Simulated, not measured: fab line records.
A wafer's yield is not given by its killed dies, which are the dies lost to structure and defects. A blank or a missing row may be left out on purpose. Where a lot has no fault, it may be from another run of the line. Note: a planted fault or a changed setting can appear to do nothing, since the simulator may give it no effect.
fab line records :: flow sky130 :: part 2 of 2: steps 26 to 36 of 36
record:
  lots: 5
  wafers: 15
  lastDay: 50
route steps=708 shown FIELD_ISO@3 NWELL@32 DNWELL@35
lots that met no fault: from a run of the same line without faults
startH: start of the lot's first displayed wafer, in hours after the record's first day :: waitH: hours since the lot's step before :: " identical to the entry in the row above :: L1.1+2: a row that stands for several wafers :: - either no value or no given start :: * or withheld: withheld :: < > ~ a bound
route shown NAME@n: names a module that has steps shown in the file, with the first one's number in the route :: usual: mean/standard deviation taken from wafers without a fault :: same: alike in all rows :: chamber/n: place in a boat :: sites: each site's reading :: _std_site: standard deviation across them :: _edge_site: outer sites' mean less inner sites' :: radiusMm: how far each site lies from the wafer's centre :: mask NAME#n: copy n :: behind: tool/chamber where the wafer was last shaped :: hold: the reason the lot was held/the length of the hold in hours/how it ended :: device: transistor that didn't switch, given as n, p or np :: end of line: at the end of the route, the tests of the same wafers :: for a step that has no rows: nothing shown but its recipe :: killed: dies that structure and defects cost at the first sort, which is not the same as the wafer's yield :: map: per-die view of a wafer (x killed, . not killed, _ where there is no die)
set.NAME: the run value of the setting; set.NAME@STEP: its run value at that earlier step :: model.NAME: the simulator's own value behind a step, which no gauge read
a table for each step, a row for each wafer; lots at some steps of the route
services: the hour from which a tool's chamber was out of use, counted from the record's first day as startH (under 0 if before that day), plus the number of hours and why
== steps ==
step: SKY_FIELD_ISO_CMP_27
recipe:
  stopOn: Si3N4
  tOverpolishS: 16
  downForcePsi: 4
  platenRpm: 60
  targetThkNm: 457.8
  padVelocityMS: 0.94248
usual:
  motorCurrentA: 12.0/1.5
  overpolishRunS: 16.000/0.0092
  retainingRingPressureFrac: 1.000/0.0048
  slurryFlowMlMin: 150.0/0.49
  timeToEndpointS: 112/4.2
lot.wafer: L079.1
tool: cmp-02
chamber: 0
startH: 62.06
waitH: 0.0
motorCurrentA: 11.9
overpolishRunS: 15.988
retainingRingPressureFrac: 1.000
slurryFlowMlMin: 149.3
timeToEndpointS: 116

lot.wafer: L079.4
tool: cmp-02
chamber: 1
startH: 62.06
waitH: 0.0
motorCurrentA: 12.8
overpolishRunS: 15.991
retainingRingPressureFrac: 1.000
slurryFlowMlMin: 149.5
timeToEndpointS: 118

lot.wafer: L079.6
tool: cmp-02
chamber: 0
startH: 62.06
waitH: 0.0
motorCurrentA: 11.3
overpolishRunS: 16.000
retainingRingPressureFrac: 0.995
slurryFlowMlMin: 149.4
timeToEndpointS: 118

lot.wafer: L085.2
tool: cmp-02
chamber: 2
startH: 94.81
waitH: 0.0
motorCurrentA: 11.5
overpolishRunS: 15.998
retainingRingPressureFrac: 0.993
slurryFlowMlMin: 150.4
timeToEndpointS: 105

lot.wafer: L085.4
tool: cmp-02
chamber: 3
startH: 94.81
waitH: 0.0
motorCurrentA: 10.5
overpolishRunS: 15.994
retainingRingPressureFrac: 0.998
slurryFlowMlMin: 149.6
timeToEndpointS: 108

lot.wafer: L085.1
tool: cmp-02
chamber: 1
startH: 94.81
waitH: 0.0
motorCurrentA: 12.9
overpolishRunS: 16.006
retainingRingPressureFrac: 0.997
slurryFlowMlMin: 150.9
timeToEndpointS: 112

lot.wafer: L086.3
tool: cmp-01
chamber: 3
startH: 98.77
waitH: 0.1
motorCurrentA: 11.9
overpolishRunS: 16.001
retainingRingPressureFrac: 0.993
slurryFlowMlMin: 150.1
timeToEndpointS: 112

lot.wafer: L086.5
tool: cmp-01
chamber: 1
startH: 98.77
waitH: 0.1
motorCurrentA: 10.2
overpolishRunS: 15.998
retainingRingPressureFrac: 1.008
slurryFlowMlMin: 149.9
timeToEndpointS: 114

lot.wafer: L086.6
tool: cmp-01
chamber: 2
startH: 98.77
waitH: 0.1
motorCurrentA: 14.6
overpolishRunS: 16.014
retainingRingPressureFrac: 0.998
slurryFlowMlMin: 149.4
timeToEndpointS: 113

lot.wafer: L089.4
tool: cmp-02
chamber: 2
startH: 115.40
waitH: 0.1
motorCurrentA: 11.6
overpolishRunS: 16.008
retainingRingPressureFrac: 0.999
slurryFlowMlMin: 150.0
timeToEndpointS: 109

lot.wafer: L089.2
tool: cmp-02
chamber: 3
startH: 115.40
waitH: 0.1
motorCurrentA: 9.6
overpolishRunS: 15.998
retainingRingPressureFrac: 1.010
slurryFlowMlMin: 150.1
timeToEndpointS: 116

lot.wafer: L089.5
tool: cmp-02
chamber: 1
startH: 115.40
waitH: 0.1
motorCurrentA: 13.8
overpolishRunS: 16.006
retainingRingPressureFrac: 0.990
slurryFlowMlMin: 151.1
timeToEndpointS: 116

lot.wafer: L096.4
tool: cmp-01
chamber: 0
startH: 148.93
waitH: 0.1
motorCurrentA: 10.9
overpolishRunS: 16.008
retainingRingPressureFrac: 1.008
slurryFlowMlMin: 149.3
timeToEndpointS: 118

lot.wafer: L096.1
tool: cmp-01
chamber: 1
startH: 148.93
waitH: 0.1
motorCurrentA: 10.8
overpolishRunS: 16.006
retainingRingPressureFrac: 0.999
slurryFlowMlMin: 149.3
timeToEndpointS: 115

lot.wafer: L096.5
tool: cmp-01
chamber: 2
startH: 148.93
waitH: 0.1
motorCurrentA: 14.6
overpolishRunS: 16.002
retainingRingPressureFrac: 1.001
slurryFlowMlMin: 150.4
timeToEndpointS: 115
step: SKY_FIELD_ISO_WET_ETCH_28
recipe:
  chemistry: dHF
  targetDepthNm: 23.7
  target: SiO2
  dilution: 10:1
  tempC: 25
  timeS: 47
usual:
  bathHeatDutyPct: 6.2/0.88
lot.wafer: L079.1
tool: wetBench-03
chamber: 1
startH: 62.36
waitH: 0.2
bathHeatDutyPct: 6.6

lot.wafer: L079.4
tool: wetBench-03
chamber: 1
startH: 62.36
waitH: 0.2
bathHeatDutyPct: 5.9

lot.wafer: L079.6
tool: wetBench-03
chamber: 1
startH: 62.36
waitH: 0.2
bathHeatDutyPct: 6.0

lot.wafer: L085.1
tool: wetBench-02
chamber: 3
startH: 95.11
waitH: 0.1
bathHeatDutyPct: 6.0

lot.wafer: L085.2
tool: wetBench-02
chamber: 3
startH: 95.11
waitH: 0.1
bathHeatDutyPct: 6.8

lot.wafer: L085.4
tool: wetBench-02
chamber: 3
startH: 95.11
waitH: 0.1
bathHeatDutyPct: 7.9

lot.wafer: L086.3
tool: wetBench-03
chamber: 0
startH: 98.97
waitH: 0.1
bathHeatDutyPct: 5.8

lot.wafer: L086.5
tool: wetBench-03
chamber: 0
startH: 98.97
waitH: 0.1
bathHeatDutyPct: 6.4

lot.wafer: L086.6
tool: wetBench-03
chamber: 0
startH: 98.97
waitH: 0.1
bathHeatDutyPct: 5.6

lot.wafer: L089.2
tool: wetBench-02
chamber: 3
startH: 115.65
waitH: 0.1
bathHeatDutyPct: 7.0

lot.wafer: L089.4
tool: wetBench-02
chamber: 3
startH: 115.65
waitH: 0.1
bathHeatDutyPct: 7.4

lot.wafer: L089.5
tool: wetBench-02
chamber: 3
startH: 115.65
waitH: 0.1
bathHeatDutyPct: 7.4

lot.wafer: L096.1
tool: wetBench-04
chamber: 2
startH: 149.13
waitH: 0.1
bathHeatDutyPct: 6.0

lot.wafer: L096.4
tool: wetBench-04
chamber: 2
startH: 149.13
waitH: 0.1
bathHeatDutyPct: 6.5

lot.wafer: L096.5
tool: wetBench-04
chamber: 2
startH: 149.13
waitH: 0.1
bathHeatDutyPct: 5.8
step: SKY_FIELD_ISO_WET_ETCH_29
recipe:
  chemistry: H3PO4
  targetDepthNm: 160
  target: Si3N4
  tempC: 160
  timeS: 1825
usual:
  bathHeatDutyPct: 26/4.7
lot.wafer: L079.1
tool: wetBench-04
chamber: 1
startH: 62.38
waitH: 0.0
bathHeatDutyPct: 18

lot.wafer: L079.4
tool: wetBench-04
chamber: 1
startH: 62.38
waitH: 0.0
bathHeatDutyPct: 16

lot.wafer: L079.6
tool: wetBench-04
chamber: 1
startH: 62.38
waitH: 0.0
bathHeatDutyPct: 18

lot.wafer: L085.1
tool: wetBench-04
chamber: 2
startH: 95.16
waitH: 0.0
bathHeatDutyPct: 25

lot.wafer: L085.2
tool: wetBench-04
chamber: 2
startH: 95.16
waitH: 0.0
bathHeatDutyPct: 25

lot.wafer: L085.4
tool: wetBench-04
chamber: 2
startH: 95.16
waitH: 0.0
bathHeatDutyPct: 24

lot.wafer: L086.3
tool: wetBench-04
chamber: 1
startH: 98.99
waitH: 0.0
bathHeatDutyPct: 17

lot.wafer: L086.5
tool: wetBench-04
chamber: 1
startH: 98.99
waitH: 0.0
bathHeatDutyPct: 18

lot.wafer: L086.6
tool: wetBench-04
chamber: 1
startH: 98.99
waitH: 0.0
bathHeatDutyPct: 17

lot.wafer: L089.2
tool: wetBench-03
chamber: 3
startH: 115.67
waitH: 0.0
bathHeatDutyPct: 30

lot.wafer: L089.4
tool: wetBench-03
chamber: 3
startH: 115.67
waitH: 0.0
bathHeatDutyPct: 31

lot.wafer: L089.5
tool: wetBench-03
chamber: 3
startH: 115.67
waitH: 0.0
bathHeatDutyPct: 28

lot.wafer: L096.1
tool: wetBench-03
chamber: 1
startH: 149.15
waitH: 0.0
bathHeatDutyPct: 24

lot.wafer: L096.4
tool: wetBench-03
chamber: 1
startH: 149.15
waitH: 0.0
bathHeatDutyPct: 22

lot.wafer: L096.5
tool: wetBench-03
chamber: 1
startH: 149.15
waitH: 0.0
bathHeatDutyPct: 23
step: SKY_FIELD_ISO_WET_ETCH_30
recipe:
  chemistry: dHF
  targetDepthNm: 25
  target: SiO2
  dilution: 10:1
  tempC: 25
  timeS: 50
usual:
  bathHeatDutyPct: 5.7/1.1
lot.wafer: L079.1
tool: wetBench-03
chamber: 0
startH: 62.95
waitH: 0.0
bathHeatDutyPct: 6.7

lot.wafer: L079.4
tool: wetBench-03
chamber: 0
startH: 62.95
waitH: 0.0
bathHeatDutyPct: 6.1

lot.wafer: L079.6
tool: wetBench-03
chamber: 0
startH: 62.95
waitH: 0.0
bathHeatDutyPct: 6.4

lot.wafer: L085.1
tool: wetBench-02
chamber: 2
startH: 95.67
waitH: 0.0
bathHeatDutyPct: 6.9

lot.wafer: L085.2
tool: wetBench-02
chamber: 2
startH: 95.67
waitH: 0.0
bathHeatDutyPct: 6.2

lot.wafer: L085.4
tool: wetBench-02
chamber: 2
startH: 95.67
waitH: 0.0
bathHeatDutyPct: 6.2

lot.wafer: L086.3
tool: wetBench-02
chamber: 1
startH: 99.51
waitH: 0.0
bathHeatDutyPct: 5.6

lot.wafer: L086.5
tool: wetBench-02
chamber: 1
startH: 99.51
waitH: 0.0
bathHeatDutyPct: 7.0

lot.wafer: L086.6
tool: wetBench-02
chamber: 1
startH: 99.51
waitH: 0.0
bathHeatDutyPct: 6.0

lot.wafer: L089.2
tool: wetBench-02
chamber: 2
startH: 116.19
waitH: 0.0
bathHeatDutyPct: 6.2

lot.wafer: L089.4
tool: wetBench-02
chamber: 2
startH: 116.19
waitH: 0.0
bathHeatDutyPct: 5.5

lot.wafer: L089.5
tool: wetBench-02
chamber: 2
startH: 116.19
waitH: 0.0
bathHeatDutyPct: 6.3

lot.wafer: L096.1
tool: wetBench-04
chamber: 1
startH: 149.66
waitH: 0.0
bathHeatDutyPct: 4.1

lot.wafer: L096.4
tool: wetBench-04
chamber: 1
startH: 149.66
waitH: 0.0
bathHeatDutyPct: 3.7

lot.wafer: L096.5
tool: wetBench-04
chamber: 1
startH: 149.66
waitH: 0.0
bathHeatDutyPct: 3.9
step: SKY_NWELL_CLEAN_00
recipe:
  chemistry: SC1/SC2
  mix: 1:4:20
  tempC: 70
  timeS: 150
  dry: n2Spin
usual:
  bathHeatDutyPct: 13.3/1.7
lot.wafer: L079.1
tool: wetBench-02
chamber: 2
startH: 62.97
waitH: 0.0
bathHeatDutyPct: 14.3

lot.wafer: L079.4
tool: wetBench-02
chamber: 2
startH: 62.97
waitH: 0.0
bathHeatDutyPct: 12.3

lot.wafer: L079.6
tool: wetBench-02
chamber: 2
startH: 62.97
waitH: 0.0
bathHeatDutyPct: 14.4

lot.wafer: L085.1
tool: wetBench-04
chamber: 0
startH: 95.72
waitH: 0.0
bathHeatDutyPct: 9.4

lot.wafer: L085.2
tool: wetBench-04
chamber: 0
startH: 95.72
waitH: 0.0
bathHeatDutyPct: 10.7

lot.wafer: L085.4
tool: wetBench-04
chamber: 0
startH: 95.72
waitH: 0.0
bathHeatDutyPct: 10.9

lot.wafer: L086.3
tool: wetBench-04
chamber: 2
startH: 99.55
waitH: 0.0
bathHeatDutyPct: 13.6

lot.wafer: L086.5
tool: wetBench-04
chamber: 2
startH: 99.55
waitH: 0.0
bathHeatDutyPct: 13.2

lot.wafer: L086.6
tool: wetBench-04
chamber: 2
startH: 99.55
waitH: 0.0
bathHeatDutyPct: 12.6

lot.wafer: L089.2
tool: wetBench-03
chamber: 2
startH: 116.21
waitH: 0.0
bathHeatDutyPct: 14.3

lot.wafer: L089.4
tool: wetBench-03
chamber: 2
startH: 116.21
waitH: 0.0
bathHeatDutyPct: 13.3

lot.wafer: L089.5
tool: wetBench-03
chamber: 2
startH: 116.21
waitH: 0.0
bathHeatDutyPct: 14.5

lot.wafer: L096.1
tool: wetBench-03
chamber: 3
startH: 149.68
waitH: 0.0
bathHeatDutyPct: 14.9

lot.wafer: L096.4
tool: wetBench-03
chamber: 3
startH: 149.68
waitH: 0.0
bathHeatDutyPct: 15.2

lot.wafer: L096.5
tool: wetBench-03
chamber: 3
startH: 149.68
waitH: 0.0
bathHeatDutyPct: 14.7
step: SKY_NWELL_OXIDATION_01
recipe:
  tempC: 900
  ambient: O2
  stabiliseS: 600
  purgeS: 300
  targetThkA: 100
  oxTimeS: 1418
usual:
  oxTempCMax: 903.7/0.72
  zonePowerLowerPct: 20.3/1.3
lot.wafer: L079.1
tool: furnace-01
chamber: 0
startH: 65.75
waitH: 2.7
oxTempCMax: 903.8
zonePowerLowerPct: 21.7

lot.wafer: L079.4
tool: furnace-01
chamber: 0
startH: 65.75
waitH: 2.7
oxTempCMax: 902.9
zonePowerLowerPct: 21.7

lot.wafer: L079.6
tool: furnace-01
chamber: 0
startH: 65.75
waitH: 2.7
oxTempCMax: 903.7
zonePowerLowerPct: 21.8

lot.wafer: L085.1
tool: furnace-02
chamber: 0
startH: 96.21
waitH: 0.4
oxTempCMax: 903.7
zonePowerLowerPct: 19.1

lot.wafer: L085.2
tool: furnace-02
chamber: 0
startH: 96.21
waitH: 0.4
oxTempCMax: 904.0
zonePowerLowerPct: 19.0

lot.wafer: L085.4
tool: furnace-02
chamber: 0
startH: 96.21
waitH: 0.4
oxTempCMax: 903.5
zonePowerLowerPct: 18.8

lot.wafer: L086.3
tool: furnace-01
chamber: 0
startH: 99.92
waitH: 0.3
oxTempCMax: 904.1
zonePowerLowerPct: 21.7

lot.wafer: L086.5
tool: furnace-01
chamber: 0
startH: 99.92
waitH: 0.3
oxTempCMax: 904.4
zonePowerLowerPct: 21.7

lot.wafer: L086.6
tool: furnace-01
chamber: 0
startH: 99.92
waitH: 0.3
oxTempCMax: 903.8
zonePowerLowerPct: 22.0

lot.wafer: L089.2
tool: furnace-02
chamber: 0
startH: 116.50
waitH: 0.2
oxTempCMax: 904.5
zonePowerLowerPct: 19.2

lot.wafer: L089.4
tool: furnace-02
chamber: 0
startH: 116.50
waitH: 0.2
oxTempCMax: 904.1
zonePowerLowerPct: 19.0

lot.wafer: L089.5
tool: furnace-02
chamber: 0
startH: 116.50
waitH: 0.2
oxTempCMax: 903.7
zonePowerLowerPct: 18.9

lot.wafer: L096.1
tool: furnace-01
chamber: 0
startH: 149.73
waitH: 0.0
oxTempCMax: 903.0
zonePowerLowerPct: 21.8

lot.wafer: L096.4
tool: furnace-01
chamber: 0
startH: 149.73
waitH: 0.0
oxTempCMax: 902.8
zonePowerLowerPct: 21.6

lot.wafer: L096.5
tool: furnace-01
chamber: 0
startH: 149.73
waitH: 0.0
oxTempCMax: 904.2
zonePowerLowerPct: 21.7
step: SKY_NWELL_THK_MEAS_02
recipe:
  reads: SiO2_of_NWELL_OXIDATION_01
usual:
  NWELL_OXIDATION_THK: 9.93/0.2
lot.wafer: L079.1
tool: filmMetro-03
chamber: -
startH: 67.15
waitH: 0.0
NWELL_OXIDATION_THK[nm]: 10.04

lot.wafer: L079.4
tool: filmMetro-03
chamber: -
startH: 67.15
waitH: 0.0
NWELL_OXIDATION_THK[nm]: 10.17

lot.wafer: L079.6
tool: filmMetro-03
chamber: -
startH: 67.15
waitH: 0.0
NWELL_OXIDATION_THK[nm]: 10.24

lot.wafer: L085.1
tool: filmMetro-04
chamber: -
startH: 97.60
waitH: 0.0
NWELL_OXIDATION_THK[nm]: 9.99

lot.wafer: L085.2
tool: filmMetro-04
chamber: -
startH: 97.60
waitH: 0.0
NWELL_OXIDATION_THK[nm]: 10.08

lot.wafer: L085.4
tool: filmMetro-04
chamber: -
startH: 97.60
waitH: 0.0
NWELL_OXIDATION_THK[nm]: 9.91

lot.wafer: L086.3
tool: filmMetro-03
chamber: -
startH: 101.33
waitH: 0.0
NWELL_OXIDATION_THK[nm]: 10.01

lot.wafer: L086.5
tool: filmMetro-03
chamber: -
startH: 101.33
waitH: 0.0
NWELL_OXIDATION_THK[nm]: 10.07

lot.wafer: L086.6
tool: filmMetro-03
chamber: -
startH: 101.33
waitH: 0.0
NWELL_OXIDATION_THK[nm]: 10.21

lot.wafer: L089.2
tool: filmMetro-02
chamber: -
startH: 117.91
waitH: 0.0
NWELL_OXIDATION_THK[nm]: 9.97

lot.wafer: L089.4
tool: filmMetro-02
chamber: -
startH: 117.91
waitH: 0.0
NWELL_OXIDATION_THK[nm]: 9.90

lot.wafer: L089.5
tool: filmMetro-02
chamber: -
startH: 117.91
waitH: 0.0
NWELL_OXIDATION_THK[nm]: 9.94

lot.wafer: L096.1
tool: filmMetro-02
chamber: -
startH: 151.13
waitH: 0.0
NWELL_OXIDATION_THK[nm]: 10.23

lot.wafer: L096.4
tool: filmMetro-02
chamber: -
startH: 151.13
waitH: 0.0
NWELL_OXIDATION_THK[nm]: 10.09

lot.wafer: L096.5
tool: filmMetro-02
chamber: -
startH: 151.13
waitH: 0.0
NWELL_OXIDATION_THK[nm]: 10.13
step: SKY_DNWELL_DEHYDRATE_00
recipe:
  tempC: 200
  timeS: 60
usual:
  heaterPowerTotalW: 160.37/0.12
lot.wafer: L079.1
tool: lithoTrack-01
chamber: 0
startH: 74.66
waitH: 7.5
heaterPowerTotalW: 160.31

lot.wafer: L079.4
tool: lithoTrack-01
chamber: 0
startH: 74.66
waitH: 7.5
heaterPowerTotalW: 160.60

lot.wafer: L079.6
tool: lithoTrack-01
chamber: 0
startH: 74.66
waitH: 7.5
heaterPowerTotalW: 160.39

lot.wafer: L085.1
tool: lithoTrack-03
chamber: 0
startH: 105.87
waitH: 8.3
heaterPowerTotalW: 160.39

lot.wafer: L085.2
tool: lithoTrack-03
chamber: 0
startH: 105.87
waitH: 8.3
heaterPowerTotalW: 160.59

lot.wafer: L085.4
tool: lithoTrack-03
chamber: 0
startH: 105.87
waitH: 8.3
heaterPowerTotalW: 160.48

lot.wafer: L086.3
tool: lithoTrack-02
chamber: 0
startH: 109.61
waitH: 8.3
heaterPowerTotalW: 160.19

lot.wafer: L086.5
tool: lithoTrack-02
chamber: 0
startH: 109.61
waitH: 8.3
heaterPowerTotalW: 160.31

lot.wafer: L086.6
tool: lithoTrack-02
chamber: 0
startH: 109.61
waitH: 8.3
heaterPowerTotalW: 160.37

lot.wafer: L089.2
tool: lithoTrack-02
chamber: 0
startH: 126.28
waitH: 8.4
heaterPowerTotalW: 160.42

lot.wafer: L089.4
tool: lithoTrack-02
chamber: 0
startH: 126.28
waitH: 8.4
heaterPowerTotalW: 160.44

lot.wafer: L089.5
tool: lithoTrack-02
chamber: 0
startH: 126.28
waitH: 8.4
heaterPowerTotalW: 160.47

lot.wafer: L096.1
tool: lithoTrack-03
chamber: 0
startH: 159.87
waitH: 8.7
heaterPowerTotalW: 160.16

lot.wafer: L096.4
tool: lithoTrack-03
chamber: 0
startH: 159.87
waitH: 8.7
heaterPowerTotalW: 160.52

lot.wafer: L096.5
tool: lithoTrack-03
chamber: 0
startH: 159.87
waitH: 8.7
heaterPowerTotalW: 160.20
step: SKY_DNWELL_HMDS_01
recipe:
  primeTimeS: 60
  primeTempC: 120
lot.wafer: L079.1+4+6
tool: lithoTrack-01
chamber: 0
startH: 74.81
waitH: 0.1

lot.wafer: L085.1+2+4
tool: lithoTrack-03
chamber: 0
startH: 106.02
waitH: 0.1

lot.wafer: L086.3+5+6
tool: lithoTrack-02
chamber: 0
startH: 109.76
waitH: 0.1

lot.wafer: L089.2+4+5
tool: lithoTrack-02
chamber: 0
startH: 126.43
waitH: 0.1

lot.wafer: L096.1+4+5
tool: lithoTrack-03
chamber: 0
startH: 160.02
waitH: 0.1
step: SKY_DNWELL_COAT_02
recipe:
  spinRpm: 2000
  resistThkNm: 3000
lot.wafer: L079.1+4+6
tool: lithoTrack-01
chamber: 0
startH: 74.96
waitH: 0.1

lot.wafer: L085.1+2+4
tool: lithoTrack-03
chamber: 0
startH: 106.17
waitH: 0.1

lot.wafer: L086.3+5+6
tool: lithoTrack-02
chamber: 0
startH: 109.91
waitH: 0.1

lot.wafer: L089.2+4+5
tool: lithoTrack-02
chamber: 0
startH: 126.58
waitH: 0.1

lot.wafer: L096.1+4+5
tool: lithoTrack-03
chamber: 0
startH: 160.17
waitH: 0.1
step: SKY_DNWELL_SOFTBAKE_03
recipe:
  tempC: 110
  timeS: withheld
usual:
  heaterPowerTotalW: 65.31/0.13
lot.wafer: L079.1
tool: lithoTrack-01
chamber: 0
startH: 75.11
waitH: 0.1
heaterPowerTotalW: 65.45

lot.wafer: L079.4
tool: lithoTrack-01
chamber: 0
startH: 75.11
waitH: 0.1
heaterPowerTotalW: 65.27

lot.wafer: L079.6
tool: lithoTrack-01
chamber: 0
startH: 75.11
waitH: 0.1
heaterPowerTotalW: 65.53

lot.wafer: L085.1
tool: lithoTrack-03
chamber: 0
startH: 106.32
waitH: 0.1
heaterPowerTotalW: 65.42

lot.wafer: L085.2
tool: lithoTrack-03
chamber: 0
startH: 106.32
waitH: 0.1
heaterPowerTotalW: 65.31

lot.wafer: L085.4
tool: lithoTrack-03
chamber: 0
startH: 106.32
waitH: 0.1
heaterPowerTotalW: 65.45

lot.wafer: L086.3
tool: lithoTrack-02
chamber: 0
startH: 110.07
waitH: 0.1
heaterPowerTotalW: 65.46

lot.wafer: L086.5
tool: lithoTrack-02
chamber: 0
startH: 110.07
waitH: 0.1
heaterPowerTotalW: 65.43

lot.wafer: L086.6
tool: lithoTrack-02
chamber: 0
startH: 110.07
waitH: 0.1
heaterPowerTotalW: 65.28

lot.wafer: L089.2
tool: lithoTrack-02
chamber: 0
startH: 126.74
waitH: 0.1
heaterPowerTotalW: 65.57

lot.wafer: L089.4
tool: lithoTrack-02
chamber: 0
startH: 126.74
waitH: 0.1
heaterPowerTotalW: 65.34

lot.wafer: L089.5
tool: lithoTrack-02
chamber: 0
startH: 126.74
waitH: 0.1
heaterPowerTotalW: 65.20

lot.wafer: L096.1
tool: lithoTrack-03
chamber: 0
startH: 160.32
waitH: 0.1
heaterPowerTotalW: 65.40

lot.wafer: L096.4
tool: lithoTrack-03
chamber: 0
startH: 160.32
waitH: 0.1
heaterPowerTotalW: 65.23

lot.wafer: L096.5
tool: lithoTrack-03
chamber: 0
startH: 160.32
waitH: 0.1
heaterPowerTotalW: 65.51
== services ==
tool: krfScanner-02
chamber: -
startH: 14.44
hours: 0.6
kind: repair

tool: cmp-02
chamber: -
startH: 25.65
hours: 3.6
kind: repair

tool: cmp-01
chamber: -
startH: 26.63
hours: 1.7
kind: repair

tool: hdpcvd-02
chamber: -
startH: 34.74
hours: 2.9
kind: repair

tool: rieSi-02
chamber: 1
startH: 35.45
hours: 3.1
kind: repair

tool: cmp-01
chamber: -
startH: 35.95
hours: 1.0
kind: repair

tool: hdpcvd-01
chamber: 0
startH: 48.44
hours: 13.3
kind: repair

tool: furnace-01
chamber: -
startH: 58.39
hours: 4.7
kind: pm

tool: cmp-02
chamber: -
startH: 64.00
hours: 4.0
kind: pm

tool: wetBench-03
chamber: -
startH: 73.13
hours: 3.8
kind: repair

tool: krfScanner-01
chamber: -
startH: 73.58
hours: 0.8
kind: pm

tool: furnace-02
chamber: -
startH: 85.82
hours: 3.4
kind: pm

tool: cmp-02
chamber: -
startH: 89.25
hours: 0.2
kind: repair

tool: cmp-02
chamber: -
startH: 90.34
hours: 2.6
kind: repair

tool: rieDiel-03
chamber: -
startH: 93.15
hours: 2.8
kind: pm

tool: krfScanner-01
chamber: -
startH: 107.58
hours: 1.0
kind: pm

tool: krfScanner-01
chamber: -
startH: 109.34
hours: 3.6
kind: pm

tool: krfScanner-01
chamber: -
startH: 113.99
hours: 1.9
kind: repair

tool: hdpcvd-01
chamber: -
startH: 117.84
hours: 1.0
kind: repair

tool: furnace-02
chamber: -
startH: 120.95
hours: 3.5
kind: pm

tool: rieSi-01
chamber: 2
startH: 121.89
hours: 14.8
kind: repair

tool: hdpcvd-01
chamber: -
startH: 136.83
hours: 0.5
kind: repair

tool: cmp-02
chamber: -
startH: 143.01
hours: 0.5
kind: repair

tool: rieSi-01
chamber: 3
startH: 147.16
hours: 7.3
kind: repair
